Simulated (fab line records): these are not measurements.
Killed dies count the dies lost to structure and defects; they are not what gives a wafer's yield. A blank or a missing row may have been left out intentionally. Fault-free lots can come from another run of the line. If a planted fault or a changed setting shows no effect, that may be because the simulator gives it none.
Which tool did it?	flow gf180mcu	14 lots with 38 wafers sampled at 2 steps, on a route of 602 steps

## WHAT THE GAUGES SHOWED, per wafer
GF_STI_THK_MEAS_04.
lot	measured	on	STI_CVD_03_THK (nm)
L117	day 1 18:34	film metro-01	205.9 206.3 207.0
L118	day 1 23:34	film metro-02	203.0 201.9 203.6
L119	day 2 04:59	film metro-01	204.6 206.9 206.5
L120	day 2 10:01	film metro-02	205.5 206.8
L121	day 2 14:34	film metro-02	204.3 205.5 203.8
L122	day 2 19:34	film metro-02	205.1 206.7 206.7
L126	day 3 16:29	film metro-02	205.9 205.3 205.1
L132	day 4 21:43	film metro-01	202.9 206.5
L133	day 5 05:27	film metro-04	207.0 207.1 207.4
L134	day 5 08:09	film metro-02	205.9 207.3
L135	day 5 12:34	film metro-02	208.0 208.5 208.8
L137	day 5 22:34	film metro-02	210.9 209.1 210.9
L138	day 6 03:34	film metro-01	206.8 206.9
L139	day 6 09:34	film metro-04	211.1 210.6 209.8

GF_STI_THK_MEAS_22.
lot	measured	on	STI_OXIDATION_01_THK (nm)
L117	day 2 08:55	film metro-02	15.22 15.41 15.43
L118	day 2 12:38	film metro-01	14.79 14.92 14.75
L119	day 2 18:53	film metro-04	15.02 14.80 14.80
L120	day 2 23:58	film metro-02	14.55 14.77
L121	day 3 04:36	film metro-01	14.87 14.78 15.18
L122	day 3 10:53	film metro-02	14.90 15.00 14.87
L126	day 4 09:52	film metro-01	15.19 15.19 15.23
L132	day 5 13:17	film metro-02	15.08 14.87
L133	day 5 21:32	film metro-02	14.96 15.10 15.20
L134	day 6 01:02	film metro-02	15.18 15.16
L135	day 6 04:22	film metro-02	14.98 14.99 14.96
L137	day 6 16:00	film metro-02	14.88 14.97 14.70
L138	day 6 20:20	film metro-04	15.29 15.28
L139	day 7 02:19	film metro-04	15.17 15.35 15.21

## WHAT TOOL EACH LOT RAN ON (gives the tool, then ch and the chambers of the sampled wafers, and finally the start)
Record: no process step prior to these readings.

## WHAT THE TOOLS THEMSELVES READ (means of the sampled wafers that have a number; where no wafer has one, the mark that the record gives instead)
The record holds no such reading with a usual standard deviation.

## THE ANSWER, worked out from the rows above alone
Rule: the usual values come from the lots themselves. Put in order of their means at a reading, lots are off if they are a third of the lots or fewer, leave a main group of 4 or more, and stand apart from it by a gap of 3 or more times the standard deviation of the main group's means; of several such gaps the widest counts. A main group whose means are all the same, to the digits that the tables above print for the reading, isn't used. Also off: a lot with no number at a reading for which 4 or more lots have one. Any other lot the step has rows for is counted as sound. Order of review: gauges by route order, followed by the tools' own readings, for which a lot's mean as printed above is used. The first step at which some lot is off is used, and at that step the reading that is off furthest; a lot without a number counts as furthest.
Across all readings shown, no lot is off: no conclusion can be drawn from this.

## WHAT THE SIMULATOR HAD INSERTED
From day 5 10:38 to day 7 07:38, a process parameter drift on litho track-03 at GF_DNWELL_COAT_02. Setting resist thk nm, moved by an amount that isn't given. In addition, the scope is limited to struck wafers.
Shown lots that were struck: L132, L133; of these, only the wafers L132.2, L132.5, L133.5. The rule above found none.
